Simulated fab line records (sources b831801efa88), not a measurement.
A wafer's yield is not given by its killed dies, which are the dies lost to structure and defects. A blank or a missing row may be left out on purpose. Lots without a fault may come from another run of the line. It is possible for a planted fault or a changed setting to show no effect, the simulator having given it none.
Which of the tools did it?    flow gf180mcu    12 lots with 36 wafers sampled at 3 steps, on a route of 602 steps

## WHAT THE GAUGES READ, wafer by wafer
GF_V5_CD_MEAS_14 targets a cd of 260 nm. Usual: 260.0 nm for cd-nm, sd 1.5.
lot   measured      on         cd-nm (nm)         flag
L828  day 26 22:20  cd-sem-02  262.5 262.3 263.1  
L831  day 27 22:21  cd-sem-02  259.8 260.3 261.3  
L832  day 28 05:05  cd-sem-02  261.8 262.3 262.0  
L833  day 28 14:49  cd-sem-02  262.5 261.4 262.7  
L834  day 29 11:10  cd-sem-02  260.5 261.5 260.8  
L836  day 29 16:52  cd-sem-02  259.8 258.8 259.4  
L837  day 29 21:23  cd-sem-02  260.6 260.2 259.1  
L838  day 30 11:32  cd-sem-02  261.1 260.5 260.0  
L839  day 30 14:44  cd-sem-02  259.9 260.5 260.0  
L840  day 30 22:41  cd-sem-02  260.4 259.9 260.9  
L849  day 33 05:50  cd-sem-02  265.1 268.2 261.2  OFF
L850  day 33 11:49  cd-sem-01  258.6 259.7 260.6  

## WHAT TOOL EACH LOT RAN ON (gives the tool, then ch and the chambers of the sampled wafers, and finally the start)
lot   GF_MIM_STRIP_20                       GF_V5_EXPOSE_11
L828  plasma-asher-04 ch 0,1, day 25 02:22  krf-scanner-02 ch 0, day 26 12:02
L831  plasma-asher-02 ch 0,1, day 26 03:10  krf-scanner-02 ch 0, day 27 12:26
L832  plasma-asher-04 ch 0,1, day 26 09:25  krf-scanner-01 ch 0, day 27 19:16
L833  plasma-asher-04 ch 0,1, day 26 21:10  krf-scanner-01 ch 0, day 28 05:32
L834  plasma-asher-04 ch 0,1, day 27 17:55  krf-scanner-01 ch 0, day 29 01:43
L836  plasma-asher-03 ch 0,1, day 28 01:18  krf-scanner-01 ch 0, day 29 07:43
L837  plasma-asher-02 ch 0,1, day 28 05:53  krf-scanner-01 ch 0, day 29 12:16
L838  plasma-asher-03 ch 0,1, day 28 19:59  krf-scanner-02 ch 0, day 30 02:59
L839  plasma-asher-03 ch 0, day 28 23:36    krf-scanner-01 ch 0, day 30 06:10
L840  plasma-asher-03 ch 0,1, day 29 08:11  krf-scanner-01 ch 0, day 30 13:43
L849  plasma-asher-04 ch 0,1, day 31 19:37  krf-scanner-01 ch 0, day 32 21:40
L850  plasma-asher-03 ch 0,1, day 32 02:26  krf-scanner-02 ch 0, day 33 04:32
- GF_MIM_STRIP_20: strips in O2/N2.
- GF_V5_EXPOSE_11: exposes mask Via5, target cd 260 nm.

## AS READ BY THE TOOLS THEMSELVES (means over the sampled wafers that have a number; for cases with no such wafer, the mark the record gives instead)
GF_MIM_STRIP_20. Usual: drypump-motor-current-A 5.7 A, standard deviation 0.5; heater-power-w 330 W, standard deviation 39; oes-product-au 0.692 a.u., standard deviation 0.0049; strip-time-to-endpoint-s 11.23 s, standard deviation 0.039.
lot   tool             drypump-motor-current-A (A)  heater-power-w (W)  oes-product-au (a.u.)  strip-time-to-endpoint-s (s)  flag
L828  plasma-asher-04  5.2                          346                 0.692                  11.23                         
L831  plasma-asher-02  5.2                          298                 0.692                  11.24                         
L832  plasma-asher-04  5.1                          364                 0.690                  11.22                         
L833  plasma-asher-04  5.1                          367                 0.692                  11.20                         
L834  plasma-asher-04  5.3                          353                 0.690                  11.22                         
L836  plasma-asher-03  6.1                          320                 0.690                  11.23                         
L837  plasma-asher-02  5.2                          294                 0.690                  11.22                         
L838  plasma-asher-03  6.1                          324                 0.693                  11.23                         
L839  plasma-asher-03  6.1                          367                 0.694                  11.27                         
L840  plasma-asher-03  6.1                          343                 0.697                  11.27                         
L849  plasma-asher-04  5.2                          347                 0.689                  11.22                         
L850  plasma-asher-03  6.1                          327                 0.693                  11.20                         

## THE ANSWER, worked out from the rows above alone
Rule: take the mean of a lot's wafers that have a number; if it is more than 3 standard deviations from the usual mean, the lot is off. A lot without any number at a reading at which 4 lots or more have one is off too. Any other lot the step has rows for is counted as sound. After the gauges, taken in route order, come the tools' own readings; for these a lot's mean is taken, as printed above. At the first step where some lot is off, the reading lying furthest off is the one used; lots without a number count as furthest.
Off: L849, at GF_V5_CD_MEAS_14 (cd-nm).
If a tool, at a process step before that reading, ran all the lots that are off and no sound lot after the first of them, it fits. Those tools and the gauges at GF_V5_CD_MEAS_14 are tried in the same way. Can't be told from this: 3 tools fit, plasma-asher-04 at GF_MIM_STRIP_20, krf-scanner-01 at GF_V5_EXPOSE_11, cd-sem-02 at GF_V5_CD_MEAS_14.

## WHAT HAD BEEN PUT IN BY THE SIMULATOR
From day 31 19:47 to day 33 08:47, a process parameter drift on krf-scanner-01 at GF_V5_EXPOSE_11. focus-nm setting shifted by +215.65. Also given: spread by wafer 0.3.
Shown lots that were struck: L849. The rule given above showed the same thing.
